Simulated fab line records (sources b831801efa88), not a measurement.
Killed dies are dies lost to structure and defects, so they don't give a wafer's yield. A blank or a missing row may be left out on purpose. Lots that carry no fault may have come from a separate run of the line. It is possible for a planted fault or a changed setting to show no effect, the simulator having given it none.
One fault seen from 2 desks	flow gf180mcu	numbers are kept per desk, each desk with only its own; the story behind them comes last

## THE TOOL OWNER'S DESK: pecvd-02
The tool's own readings at GF_PASSIVATION_CVD_02 (deposits Si3N4, target thk 700 nm, time 486.18 s): means of the sampled wafers that have a number, for each lot that ran on this tool. Any lot whose mean is over 4 standard deviations away from the usual mean is out of limits and marked OUT; that distance is given in the brackets.
Columns: A = heaterPowerW at GF_PASSIVATION_CVD_02, usual 737 W
lot	first seen here	A
L780	day 28 20:08	758
L786	day 30 20:41	724
L791	day 32 06:31	725
L795	day 33 07:32	693
L796	day 33 09:23	640
Finding of this desk: none of the 5 lots has anything out of limits.

## METROLOGY DESK
Lot by lot, what the gauges showed, no matter which tool ran the lot: averages of those sampled wafers that carry a number. Any lot whose mean is over 4 standard deviations away from the usual mean is out of limits and marked OUT; that distance is given in the brackets.
Columns: A = PASSIVATION_CVD_02_THK at GF_PASSIVATION_THK_MEAS_03, usual 701 nm
lot	first seen here	A
L777	day 28 01:32	708
L778	day 28 09:17	697
L779	day 28 18:39	709
L780	day 28 20:26	705
L783	day 29 22:40	707
L784	day 30 03:30	700
L785	day 30 13:33	698
L786	day 30 20:59	697
L791	day 32 06:50	700
L795	day 33 07:50	707
L796	day 33 09:41	701
L797	day 33 17:26	709
L799	day 34 05:55	703
L800	day 34 08:22	706
Finding of this desk: none of the 14 lots has anything out of limits.

## TAKEN TOGETHER
The desk of the tool owner found nothing out of limits.
At the metrology desk, nothing out of limits was observed.

## WHAT HAD BEEN PUT IN BY THE SIMULATOR
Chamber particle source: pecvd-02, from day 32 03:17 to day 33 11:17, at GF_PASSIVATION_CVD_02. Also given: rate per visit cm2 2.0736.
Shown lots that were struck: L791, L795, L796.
